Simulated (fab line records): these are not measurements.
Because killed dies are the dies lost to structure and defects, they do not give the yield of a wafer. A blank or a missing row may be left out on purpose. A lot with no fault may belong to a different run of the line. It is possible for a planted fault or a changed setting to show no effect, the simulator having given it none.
Comparing a struck lot with a sound one :: flow sfq-line :: 42 steps out of a route of 325
Sound: wafers L697.1, L697.2, L697.5. Struck: wafers L707.3, L707.6. The cause is named last.
At each step with rows: each side's tool, then ch and its chambers, then its first start. Under that, the readings that differ: sound wafers :: struck wafers :: difference of the means :: sigmas: that difference in standard deviations of wafers without a fault.
alike: same words and numbers on both sides, and readings whose means sit less than 2 such deviations apart. not compared: any withheld reading, any reading some wafer has no value for, any bound like >300 that may hide the same value, and any number with overlapping values for which the record gives no deviation.
Wherever a step has rows on one side only, a row that says differs or no value, or a row with sigmas, the two part there. Numbers that don't overlap but have no deviation are shown without sigmas and don't part them. A reading missing from all wafers of one side parts the sides only when that side holds two or more wafers.

first, 6 steps without rows for these wafers: SFQ_TRILAYER_I4_VIA_LITHO_COAT_108 (resist thk 62 nm); SFQ_TRILAYER_I4_VIA_LITHO_COAT_103 (resist thk 650 nm); SFQ_TRILAYER_I4_VIA_LITHO_SOFTBAKE_107; SFQ_TRILAYER_I4_VIA_LITHO_EXPOSE_104 (exposes mask I4, target cd 700 nm); SFQ_TRILAYER_I4_VIA_LITHO_PEB_106 (peb time 60 s); SFQ_TRILAYER_I4_VIA_LITHO_DEVELOP_105 (time 60 s).
SFQ_I4_OVL_MEAS_928:
  sound on overlay-02, day 64 00:04; struck on overlay-02, day 66 11:08
  alike: I4_OVL
SFQ_TRILAYER_I4_VIA_BARC_OPEN_VIA_ETCH_146: etches BARC in O2, target depth 125 nm, time 41.7 s.
  sound on rie-diel-04 ch 0,2,3, day 64 00:06; struck on rie-diel-03 ch 0,3, day 66 11:09
  alike: drypump-motor-current-A, oes-product-au
  not compared: rf-hours-counter-h
SFQ_TRILAYER_I4_VIA_ETCH_VIA_ETCH_106: etches SiO2 in CHF3, stops on Nb, target depth 260 nm.
  sound on rie-diel-04 ch 0,2,3, day 64 00:08; struck on rie-diel-03 ch 0,3, day 66 11:11
  alike: drypump-motor-current-A, oes-product-au
SFQ_TRILAYER_I4_VIA_STRIP_STRIP_107: strips in O2.
  sound on rie-metal-04 ch 0,1, day 64 00:16; struck on rie-metal-01 ch 0,1, day 66 11:31
  alike: drypump-motor-current-A, he-backside-leak-sccm, oes-product-au
  not compared: rf-hours-counter-h
then, 2 steps without rows for these wafers: SFQ_TRILAYER_I4_VIA_STRIP_SOLV_CLEAN_108 (cleans in NMP, time 600 s); SFQ_TRILAYER_JJ_TRILAYER_DEP_PRE_CLEAN_113 (time 22.5 s).
SFQ_TRILAYER_JJ_TRILAYER_DEP_SPUTTER_109: material Nb, target thk 150 nm, time 100 s.
  sound on pvd-sputter-05, day 64 01:04; struck on pvd-sputter-05, day 66 12:07
reading: model.Nb_of_TRILAYER_JJ_TRILAYER_DEP_SPUTTER_109.thk-nm (nm)
sound: 145.9 145.9 146
struck: 133.4 131.9
difference: -13.3
sigmas: 
  alike: throttle-valve-pct
then, 3 steps without rows for these wafers: SFQ_TRILAYER_JJ_TRILAYER_DEP_SPUTTER_110 (material Al, target thk 8 nm, time 10 s); SFQ_TRILAYER_JJ_TRILAYER_DEP_AL_OXIDATION_111 (oxidation time 600 s); SFQ_TRILAYER_JJ_TRILAYER_DEP_SPUTTER_112 (material Nb, target thk 170 nm, time 113.3 s).
SFQ_JJ_RS_MEAS_929: a four-point-probe measurement.
  sound on film-metro-04, day 64 02:14; struck on film-metro-02, day 66 13:19
  alike: JJ_NB_RS
then, 6 steps without rows for these wafers: SFQ_TRILAYER_JJ_CE_LITHO_COAT_119 (resist thk 62 nm); SFQ_TRILAYER_JJ_CE_LITHO_COAT_114 (resist thk 600 nm); SFQ_TRILAYER_JJ_CE_LITHO_SOFTBAKE_118; SFQ_TRILAYER_JJ_CE_LITHO_EXPOSE_115 (exposes mask J5, target cd 700 nm); SFQ_TRILAYER_JJ_CE_LITHO_PEB_117 (peb time 60 s); SFQ_TRILAYER_JJ_CE_LITHO_DEVELOP_116 (time 60 s).
-- the record jumps here: 5 days lie between the struck wafers' starts before and after --
SFQ_JJ_OVL_MEAS_931:
  sound on overlay-01, day 68 13:46; struck on overlay-01, day 71 05:56
  alike: J5_OVL
then, 4 steps without rows for these wafers: SFQ_TRILAYER_JJ_CE_METRO_MEASURE_117; SFQ_TRILAYER_JJ_CE_BARC_OPEN_RIE_150 (chemistry O2, target BARC, target depth 240 nm, time 80 s); SFQ_TRILAYER_JJ_CE_ETCH_RIE_118 (chemistry SF6, target Nb, stops on Al2O3, time 97.7 s, target depth 170 nm); SFQ_TRILAYER_JJ_ANODIZE_ANODIZE_119.
SFQ_TRILAYER_JJ_CE_STRIP_STRIP_120: strips in O2.
  sound on rie-metal-01 ch 0,1, day 68 15:42; struck on rie-metal-01 ch 1, day 71 08:07
  alike: drypump-motor-current-A, he-backside-leak-sccm, oes-product-au
  not compared: rf-hours-counter-h
then, 7 steps without rows for these wafers: SFQ_TRILAYER_JJ_CE_STRIP_SOLV_CLEAN_121 (cleans in NMP, time 600 s); SFQ_TRILAYER_M5_LITHO_COAT_128 (resist thk 62 nm); SFQ_TRILAYER_M5_LITHO_COAT_123 (resist thk 600 nm); SFQ_TRILAYER_M5_LITHO_SOFTBAKE_127; SFQ_TRILAYER_M5_LITHO_EXPOSE_124 (exposes mask M5, target cd 700 nm); SFQ_TRILAYER_M5_LITHO_PEB_126 (peb time 60 s); SFQ_TRILAYER_M5_LITHO_DEVELOP_125 (time 60 s).
-- the record jumps here: 4 days lie between the struck wafers' starts before and after --
SFQ_M5_OVL_MEAS_932:
  sound on overlay-01, day 72 21:47; struck on overlay-01, day 75 13:52
  alike: M5_OVL
SFQ_TRILAYER_M5_BARC_OPEN_METAL_ETCH_161: etches BARC in O2, target depth 125 nm, time 41.7 s.
  sound on rie-metal-02 ch 0,1, day 72 21:49; struck on rie-metal-01 ch 0, day 75 13:55
  alike: drypump-motor-current-A, he-backside-leak-sccm, oes-product-au
  not compared: rf-hours-counter-h
SFQ_TRILAYER_M5_ETCH_METAL_ETCH_126: etches Nb in Cl2/BCl3, stops on SiO2, time 203.2 s, target depth 265 nm.
  sound on rie-metal-02 ch 0,1, day 72 21:52; struck on rie-metal-01 ch 0, day 75 14:01
reading: oes-product-au (a.u.)
sound: 0.719 0.722 0.722
struck: 0.691 0.693
difference: -0.029
sigmas: -4

reading: model.etch.depth-nm (nm)
sound: 145.9 145.9 146
struck: 133.4 131.9
difference: -13.3
sigmas: 

reading: model.M5.feature-depth-nm (nm)
sound: 158.2 158.3 158.5
struck: 145.5 144.1
difference: -13.5
sigmas: 
  alike: drypump-motor-current-A, he-backside-leak-sccm
  not compared: rf-hours-counter-h
then, 2 steps without rows for these wafers: SFQ_TRILAYER_M5_STRIP_STRIP_127 (strips in O2); SFQ_TRILAYER_M5_STRIP_SOLV_CLEAN_128 (cleans in NMP, time 600 s).
-- the record jumps here: 16 days lie between the struck wafers' starts before and after --
SFQ_M8_BOW_MEAS_951:
  sound on film-metro-01, day 82 18:22; struck on film-metro-02, day 91 18:55
reading: model.etest.m5.ohm-um
sound: 1.749 1.745 1.742
struck: 1.909 1.935
difference: +0.177
sigmas: 

reading: model.etest.i4.link-ohm
sound: 2.2 2.199 2.205
struck: 2.341 2.352
difference: +0.145
sigmas: 

reading: model.etest.i5.link-ohm
sound: 2.313 2.333 2.33
struck: 2.416 2.439
difference: +0.102
sigmas: 

reading: model.etest.m5.ohm-sq
sound: 1.222 1.222 1.221
struck: 1.337 1.352
difference: +0.123
sigmas: 
  alike: M8_BOW

WHERE THEY PART
At SFQ_TRILAYER_M5_ETCH_METAL_ETCH_126 and nowhere else, as far as this record goes. Later steps at which nothing parts them and some readings are alike: SFQ_M8_BOW_MEAS_951.

WHY: whatever the simulator had introduced
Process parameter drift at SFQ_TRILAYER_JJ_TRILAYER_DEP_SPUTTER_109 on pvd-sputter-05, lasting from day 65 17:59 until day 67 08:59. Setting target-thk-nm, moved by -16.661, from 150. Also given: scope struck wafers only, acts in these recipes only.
